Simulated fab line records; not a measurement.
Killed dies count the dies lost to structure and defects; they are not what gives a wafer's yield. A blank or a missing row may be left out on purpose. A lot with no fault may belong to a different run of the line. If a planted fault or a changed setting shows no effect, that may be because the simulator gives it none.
2 desks, one fault -- flow sky130 -- only its own numbers are on each desk; what lay behind them is given at the end

== THE METROLOGY DESK ==
Means of the sampled wafers that have a number, per lot and without regard to the tool the lot ran on: this is what the gauges read. A lot is out of limits, marked OUT, if its mean lies more than 4 standard deviations from the usual mean; the brackets give that distance.
Columns: A = CONTACT_W_THK at SKY_CONTACT_THK_MEAS_26, usual 343 nm; B = VIA1_W_RS at SKY_VIA1_RS_MEAS_22, usual 0.426 ohm/sq; C = VIA1_W_THK at SKY_VIA1_THK_MEAS_23, usual 273.8 nm
lot,first seen here,A,B,C
L353,day 32 05:38,342,0.429,275.0
L351,day 32 07:12,340,0.426,276.3
L356,day 33 08:11,342,0.426,275.7
L358,day 34 16:42,338,0.428,272.2
L360,day 35 08:32,338,0.428,271.5
L362,day 35 15:10,345,0.423,275.1
L363,day 35 20:14,337,0.428,272.7
L366,day 36 23:19,341,0.388 (-8.8) OUT,305.8 (+11) OUT
L367,day 37 05:42,337,0.351 (-17) OUT,339.0 (+22) OUT
L368,day 37 05:54,348,0.368 (-13) OUT,323.6 (+17) OUT
This desk's result: L366, L367, L368 out of limits, first on L366 (VIA1_W_RS at SKY_VIA1_RS_MEAS_22), day 39 05:09. Within limits: L353, L351, L356, L358, L360, L362, L363.

== AT THE TOOL OWNER'S DESK: cvdW-02 ==
The tool's own readings at SKY_VIA1_CVD_21 (deposits W, target thk 270 nm, time 80.902 s): means of the sampled wafers that have a number, for each lot that ran on this tool. A lot is out of limits, marked OUT, if its mean lies more than 4 standard deviations from the usual mean; the brackets give that distance.
Columns: A = heaterPowerW at SKY_VIA1_CVD_21, usual 931 W
lot,first seen here,A
L351,day 34 17:55,953
L356,day 35 17:02,955
L360,day 37 15:59,956
L362,day 37 22:19,964
L366,day 39 05:03,969
L367,day 39 11:25,986
L368,day 39 12:22,970
Finding of this desk: none of the 7 lots has anything out of limits.

== PUT TOGETHER ==
The metrology desk could have raised an alarm at day 39 05:09, on L366, L367, L368.
The tool owner's desk saw nothing out of limits.
Tool owner's desk: L366, L367, L368 on record, inside its limits.
SKY_VIA1_CVD_21 was run on cvdW-02 by each of the lots named.

== WHAT WAS PUT IN BY THE SIMULATOR ==
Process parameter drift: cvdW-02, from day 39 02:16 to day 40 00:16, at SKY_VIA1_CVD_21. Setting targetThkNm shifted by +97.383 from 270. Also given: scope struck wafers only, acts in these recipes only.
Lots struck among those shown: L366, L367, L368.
Time in hours between the start of the fault and the first out-of-limits reading at each desk: metrology desk, 3.
